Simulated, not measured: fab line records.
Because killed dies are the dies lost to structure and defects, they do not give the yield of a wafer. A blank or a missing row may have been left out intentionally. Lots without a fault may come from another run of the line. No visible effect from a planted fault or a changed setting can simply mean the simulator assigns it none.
Which tool was responsible? -- flow gf180mcu -- 12 lots with 36 wafers sampled at 3 steps, on a route of 602 steps

WHAT EACH GAUGE READ, for each wafer
GF_V1_THK_MEAS_01. Usual: for V1_CVD_00_THK the level is 600 nm and the standard deviation is 8.1.
lot,measured,on,V1_CVD_00_THK (nm),flag
L316,day 17 12:47,filmMetro-02,600 595 605,
L318,day 18 07:44,filmMetro-02,590 614 598,
L319,day 18 19:10,filmMetro-01,605 603 607,
L322,day 19 22:26,filmMetro-02,598 602 613,
L325,day 20 19:33,filmMetro-02,603 595 598,
L326,day 21 04:33,filmMetro-02,592 605 601,
L327,day 21 15:45,filmMetro-02,596 598 621,
L328,day 22 00:34,filmMetro-02,604 620 604,
L329,day 22 08:42,filmMetro-02,619 591 619,
L332,day 23 13:30,filmMetro-03,594 602 596,
L334,day 24 01:47,filmMetro-02,599 604 605,
L338,day 25 04:20,filmMetro-03,611 598 587,

GF_M4_OVL_MEAS_15. Usual: for M4_OVL the level is -2 nm and the standard deviation is 6.8.
lot,measured,on,M4_OVL (nm),flag
L316,day 23 20:07,overlay-02,-2 -4 -4,
L318,day 24 13:04,overlay-02,-16 -11 -5,
L319,day 24 23:41,overlay-02,7 1 7,
L322,day 26 00:49,overlay-01,8 2 4,
L325,day 26 18:23,overlay-01,-2 -4 10,
L326,day 27 03:04,overlay-01,-5 -13 -8,
L327,day 27 12:14,overlay-01,-7 3 -3,
L328,day 27 18:28,overlay-01,-5 -14 -3,
L329,day 28 02:34,overlay-02,-3 -7 -6,
L332,day 29 02:53,overlay-02,3 -4 1,
L334,day 29 14:38,overlay-02,-11 -16 -14,
L338,day 30 11:59,overlay-01,-4 -2 -4,

TOOL THAT RAN EACH LOT (tool first, then ch and the chambers of the sampled wafers, then the start)
lot,GF_M3_SPUTTER_02
L316,"pvdSputter-04, day 20 19:40"
L318,"pvdSputter-02, day 21 13:16"
L319,"pvdSputter-01, day 22 01:02"
L322,"pvdSputter-02, day 23 03:31"
L325,"pvdSputter-02, day 23 22:14"
L326,"pvdSputter-02, day 24 07:38"
L327,"pvdSputter-01, day 24 17:37"
L328,"pvdSputter-04, day 25 01:42"
L329,"pvdSputter-04, day 25 08:53"
L332,"pvdSputter-02, day 26 11:28"
L334,"pvdSputter-02, day 26 23:43"
L338,"pvdSputter-02, day 28 00:00"
- GF_M3_SPUTTER_02: material AlCu, target thk 450 nm, time 23.9 s.

WHAT THE TOOLS THEMSELVES READ (means of the sampled wafers that have a number; where no wafer has one, the mark that the record gives instead)
GF_M3_SPUTTER_02. Usual: cathodeDcPowerW 10600 W, standard deviation 1.9; chamberPressurePa 0.3999 Pa, standard deviation 0.00078; throttleValvePct 30.2 %, standard deviation 1.
lot,tool,cathodeDcPowerW (W),chamberPressurePa (Pa),throttleValvePct (%),flag
L316,pvdSputter-04,10600,0.4004,30.3,
L318,pvdSputter-02,10602,0.3994,30.4,
L319,pvdSputter-01,10599,0.3999,30.5,
L322,pvdSputter-02,10600,0.4003,30.4,
L325,pvdSputter-02,10599,0.4002,30.5,
L326,pvdSputter-02,10600,0.3998,30.3,
L327,pvdSputter-01,10602,0.4000,30.1,
L328,pvdSputter-04,10599,0.4002,29.2,
L329,pvdSputter-04,10599,0.3992,29.1,
L332,pvdSputter-02,10600,0.3997,30.3,
L334,pvdSputter-02,10601,0.3997,30.8,
L338,pvdSputter-02,10600,0.3997,29.9,

THE ANSWER, worked out from the rows above alone
Rule: lot off if the mean of its wafers having a number is beyond 3 standard deviations from the usual mean. A lot without any number at a reading at which 4 lots or more have one is off too. Where the step has rows for the other lots, those lots are counted as sound. First the gauges in route order, then the tools' own readings, where a lot's mean is used as printed above. The first step at which some lot is off is used, and at that step the reading that is off furthest; a lot without a number counts as furthest.
Nothing can be told from this: no lot is off at any reading shown.

WHAT THE SIMULATOR HAD PUT IN
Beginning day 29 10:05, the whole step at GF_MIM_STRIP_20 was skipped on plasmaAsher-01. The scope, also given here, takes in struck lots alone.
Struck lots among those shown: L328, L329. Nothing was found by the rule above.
